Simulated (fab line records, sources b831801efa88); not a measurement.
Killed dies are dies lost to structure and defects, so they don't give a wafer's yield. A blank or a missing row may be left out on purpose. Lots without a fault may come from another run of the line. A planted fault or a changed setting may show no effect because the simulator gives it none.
Tool commonality check | flow sky130 | 13 lots, 39 wafers sampled

WHY IT WAS OPENED
At SKY_VT_ADJUST_HVTR_TW_MEAS_11 the reading VT_ADJUST_HVTR_TW is flagged on 2 of 13 lots. Wafers without a fault read 211.1, standard deviation 2.4.
Rule: a lot is flagged when every wafer of it that has a number lies more than 4 standard deviations from that mean, or none has a number. The other lots count as sound.

lot  | measured     | on            | VT_ADJUST_HVTR_TW, wafer by wafer | flag
L738 | day 9 11:44  | film_metro-03 | 207.7 207.2 207.7                 |
L739 | day 9 15:37  | film_metro-04 | 215.4 213.9 215.5                 |
L740 | day 10 01:03 | film_metro-03 | 209.6 209.2 210.0                 |
L743 | day 10 23:17 | film_metro-03 | 209.8 209.4 209.1                 |
L744 | day 11 04:46 | film_metro-03 | 208.4 206.9 208.4                 |
L746 | day 11 23:06 | film_metro-02 | 211.3 212.7 213.1                 |
L749 | day 12 19:37 | film_metro-03 | 164.1 165.2 164.0                 | FLAGGED
L752 | day 13 20:13 | film_metro-04 | 168.5 168.3 168.6                 | FLAGGED
L756 | day 14 23:58 | film_metro-04 | 213.8 212.6 212.0                 |
L758 | day 15 21:52 | film_metro-04 | 213.8 214.2 212.4                 |
L759 | day 16 05:33 | film_metro-04 | 213.9 213.9 213.5                 |
L760 | day 16 15:20 | film_metro-02 | 210.8 211.9 211.3                 |
L761 | day 16 17:10 | film_metro-03 | 209.0 208.7 208.1                 |
The numbers of the flagged lots are 166.4 on average: -44.7 against the usual, or -19 standard deviations.

WHICH TOOL RAN EACH LOT
The record holds 1 process step before the reading, out of a route of 708 steps. In each cell: the tool, then ch and the chambers that the sampled wafers went through, then the start.
lot  | flag    | SKY_VT_ADJUST_HVTR_IMPLANT_09
L738 |         | implanter-04 ch 0, day 9 11:31
L739 |         | implanter-02 ch 0, day 9 15:23
L740 |         | implanter-04 ch 0, day 10 00:48
L743 |         | implanter-04 ch 0, day 10 23:02
L744 |         | implanter-01 ch 0, day 11 04:32
L746 |         | implanter-02 ch 0, day 11 22:51
L749 | FLAGGED | implanter-02 ch 0, day 12 19:22
L752 | FLAGGED | implanter-02 ch 0, day 13 19:59
L756 |         | implanter-04 ch 0, day 14 23:44
L758 |         | implanter-01 ch 0, day 15 21:39
L759 |         | implanter-04 ch 0, day 16 05:19
L760 |         | implanter-04 ch 0, day 16 15:07
L761 |         | implanter-01 ch 0, day 16 16:55
What these steps do:
- SKY_VT_ADJUST_HVTR_IMPLANT_09
- SKY_VT_ADJUST_HVTR_TW_MEAS_11

FLAGGED OVER TOTAL, TOOL BY TOOL (the gauges that took the reading come last)
step                          | tool          | lots run | flagged | share of the flagged lots | sound lots run after its first flagged lot
SKY_VT_ADJUST_HVTR_IMPLANT_09 | implanter-01  | 3        | 0       | none                      | -
SKY_VT_ADJUST_HVTR_IMPLANT_09 | implanter-02  | 4        | 2       | all                       | 0
SKY_VT_ADJUST_HVTR_IMPLANT_09 | implanter-04  | 6        | 0       | none                      | -
SKY_VT_ADJUST_HVTR_TW_MEAS_11 | film_metro-02 | 2        | 0       | none                      | -
SKY_VT_ADJUST_HVTR_TW_MEAS_11 | film_metro-03 | 6        | 1       | some                      | 1 (L761)
SKY_VT_ADJUST_HVTR_TW_MEAS_11 | film_metro-04 | 5        | 1       | some                      | 3 (L756,L758,L759)

WHAT THE TABLE ALLOWS
1 row of the table ran every flagged lot: implanter-02 at SKY_VT_ADJUST_HVTR_IMPLANT_09.
- implanter-02 at SKY_VT_ADJUST_HVTR_IMPLANT_09: 2 of its 4 lots flagged. Its last sound lot is L746 (day 11 22:51), its first flagged lot L749 (day 12 19:22): a fault that began between those two fits. Its own readings lie more than 4 standard deviations out on every wafer of the flagged lots: dose_ions_cm2, faraday_current_uA.
One tool is left: implanter-02 at SKY_VT_ADJUST_HVTR_IMPLANT_09.

WHAT THE SIMULATOR HAD PUT IN
Process parameter drift: implanter-02, from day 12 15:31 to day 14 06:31, at SKY_VT_ADJUST_HVTR_IMPLANT_09. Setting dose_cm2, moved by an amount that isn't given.
Lots struck among those shown: L749, L752. The rule above found the same.
